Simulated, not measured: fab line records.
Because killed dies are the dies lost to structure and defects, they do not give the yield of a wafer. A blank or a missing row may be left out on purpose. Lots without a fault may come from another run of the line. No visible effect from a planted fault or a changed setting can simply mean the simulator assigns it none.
Matching of chambers :: flow gf180mcu :: GF_V3_CVD_02 on pecvd-02 has 3 sister chambers
The step deposits SiO2 from TEOS, target thk 850 nm, time 94.851 s. 14 wafers are shown with their chamber, then 7 later ones without.

WAFERS WITH THEIR CHAMBER
wafer: L814.2
chamber: 0
heater-power-w (W): 842
run-length-s (s): 122.1

wafer: L814.5
chamber: 0
heater-power-w (W): 905
run-length-s (s): 122.4

wafer: L814.6
chamber: 1
heater-power-w (W): 571
run-length-s (s): 121.8

wafer: L816.1
chamber: 2
heater-power-w (W): 694
run-length-s (s): 122.1

wafer: L816.2
chamber: 0
heater-power-w (W): 867
run-length-s (s): 122.4

wafer: L816.3
chamber: 1
heater-power-w (W): 575
run-length-s (s): 122.4

wafer: L818.4
chamber: 0
heater-power-w (W): 933
run-length-s (s): 122.9

wafer: L819.4
chamber: 2
heater-power-w (W): 744
run-length-s (s): 122.2

wafer: L819.6
chamber: 2
heater-power-w (W): 745
run-length-s (s): 122.0

wafer: L828.1
chamber: 1
heater-power-w (W): 586
run-length-s (s): 122.0

wafer: L828.3
chamber: 0
heater-power-w (W): 878
run-length-s (s): 122.0

wafer: L828.5
chamber: 2
heater-power-w (W): 754
run-length-s (s): 122.0

wafer: L830.3
chamber: 1
heater-power-w (W): 499
run-length-s (s): 122.3

wafer: L830.5
chamber: 2
heater-power-w (W): 774
run-length-s (s): 122.4

SIGNATURES, as means of the wafers listed above
reading: heater-power-w
chamber 0: 885.00
chamber 1: 557.75
chamber 2: 742.20
scatter within a chamber: 34.6

reading: run-length-s
chamber 0: 122.360
chamber 1: 122.125
chamber 2: 122.140
scatter within a chamber: 0.275
Rule: distance of a wafer from a chamber = root of the sum over the readings of ((wafer's reading minus chamber's mean) / reading's scatter) squared. If the next closest chamber is less than 2 further off than the closest, the wafer can't be placed; otherwise it belongs to the closest. How the scatter is found: for the shown wafers, subtract from each reading the mean of its chamber, square and add these, divide the total by (wafers less chambers), then take the root.

WAFERS MISSING THEIR CHAMBER
wafer: L830.6
heater-power-w (W): 754
run-length-s (s): 122.5

wafer: L831.1
heater-power-w (W): 635
run-length-s (s): 122.6

wafer: L831.2
heater-power-w (W): 867
run-length-s (s): 122.4

wafer: L831.4
heater-power-w (W): 598
run-length-s (s): 121.7

wafer: L834.1
heater-power-w (W): 620
run-length-s (s): 121.7

wafer: L834.3
heater-power-w (W): 898
run-length-s (s): 122.0

wafer: L834.6
heater-power-w (W): 493
run-length-s (s): 121.8

WHICH CHAMBER EACH WENT THROUGH
wafer: L830.6
from the rows above: 2
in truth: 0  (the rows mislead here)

wafer: L831.1
from the rows above: can't be placed: 1 or 2
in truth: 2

wafer: L831.2
from the rows above: 0
in truth: 0

wafer: L831.4
from the rows above: 1
in truth: 1

wafer: L834.1
from the rows above: can't be placed: 1 or 2
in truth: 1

wafer: L834.3
from the rows above: 0
in truth: 0

wafer: L834.6
from the rows above: 1
in truth: 1
Correct placement for 4 of the 7. These rows do not allow placing 2 (true chamber among the candidates in 2). 1 placed wrongly.
